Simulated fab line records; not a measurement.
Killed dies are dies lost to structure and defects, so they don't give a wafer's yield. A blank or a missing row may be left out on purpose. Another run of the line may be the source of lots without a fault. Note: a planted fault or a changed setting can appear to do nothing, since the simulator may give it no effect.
A struck lot beside a sound one + flow sky130 + 18 steps out of a route of 708
Sound: the wafers L126.1, L126.5, L126.6. Struck: wafer L122.2 (left out: L122.1, L122.3 of the same lot, which were not struck); the cause appears at the end.
At each step with rows: each side's tool, then ch and its chambers, then its first start. Under that, the readings that differ: sound wafers + struck wafers + difference of the means + sigmas: that difference in standard deviations of wafers without a fault.
alike: readings with means less than 2 such deviations apart, plus words and numbers identical on both sides. not compared: withheld readings, readings lacking a value on some wafer, bounds such as >300 that could conceal the same value, and numbers that have no deviation in the record and whose values overlap.
Wherever a step has rows on one side only, a row that says differs or no value, or a row with sigmas, the two part there. When numbers do not overlap yet have no deviation, they are printed without sigmas and do not part them. A reading that every wafer of one side lacks parts them only if that side has two wafers or more.

SKY_NWELL_OVL_MEAS_10:
  sound on overlay-02 at day 7 10:22; struck on overlay-02 at day 6 14:05
  alike: NWELL_00_OVL
then, 3 steps without rows for these wafers: SKY_NWELL_IMPLANT_11; SKY_NWELL_IMPLANT_12; SKY_NWELL_IMPLANT_13.
SKY_NWELL_STRIP_14: strips in O2/N2.
  sound on plasma asher-03 ch 0,1, day 7 10:52; struck on plasma asher-02 ch 1, day 6 14:34
| reading               | sound             | struck | difference | sigmas |
|-----------------------|-------------------|--------|------------|--------|
| oes product au (a.u.) | 0.723 0.724 0.732 | 0.716  | -0.010     | -2     |
  alike: drypump motor current A, strip time to endpoint s
  not compared: rf hours counter h
SKY_NWELL_TW_MEAS_15:
  sound on film metro-02 at day 7 10:58; struck on film metro-02 at day 6 14:40
  alike: NWELL_TW
then, 6 steps without rows for these wafers: SKY_NWELL_DEHYDRATE_16 (time 60 s); SKY_NWELL_HMDS_17 (prime time 62.83 s); SKY_NWELL_COAT_18 (resist thk 3000 nm); SKY_NWELL_SOFTBAKE_19; SKY_NWELL_EXPOSE_20 (exposes mask NWM COMPLEMENT, target cd 840 nm); SKY_NWELL_PEB_21.
SKY_NWELL_DEVELOP_22: develop time 60 s.
  sound on litho track-03 ch 0, day 8 06:00; struck on litho track-02 ch 0, day 7 09:00
  alike: exhaust pa, resist line temp C
SKY_NWELL_OVL_MEAS_23:
  sound on overlay-02 at day 8 06:38; struck on overlay-01 at day 7 10:01
  not compared: NWELL_01_OVL
following that, these wafers have no rows for 1 step: SKY_NWELL_IMPLANT_24.
SKY_NWELL_STRIP_25: strips in O2/N2.
  sound on plasma asher-03 ch 0,1, day 8 06:49; struck on plasma asher-01 ch 0, day 7 10:13
  alike: drypump motor current A, oes product au, strip time to endpoint s
  not compared: rf hours counter h
SKY_NWELL_TW_MEAS_26:
  sound on film metro-04 at day 8 06:55; struck on film metro-03 at day 7 10:19
| reading    | sound       | struck | difference | sigmas      |
|------------|-------------|--------|------------|-------------|
| NWELL_2_TW | 496 496 497 | 30     | -466       | -99 or more |
then, 1 step without rows for these wafers: SKY_NWELL_CLEAN_27 (cleans in SC1/SC2, time 150 s).

## WHERE THEY PART
Last at SKY_NWELL_TW_MEAS_26 as far as this record goes, first at SKY_NWELL_STRIP_14.

WHY: whatever the simulator had introduced
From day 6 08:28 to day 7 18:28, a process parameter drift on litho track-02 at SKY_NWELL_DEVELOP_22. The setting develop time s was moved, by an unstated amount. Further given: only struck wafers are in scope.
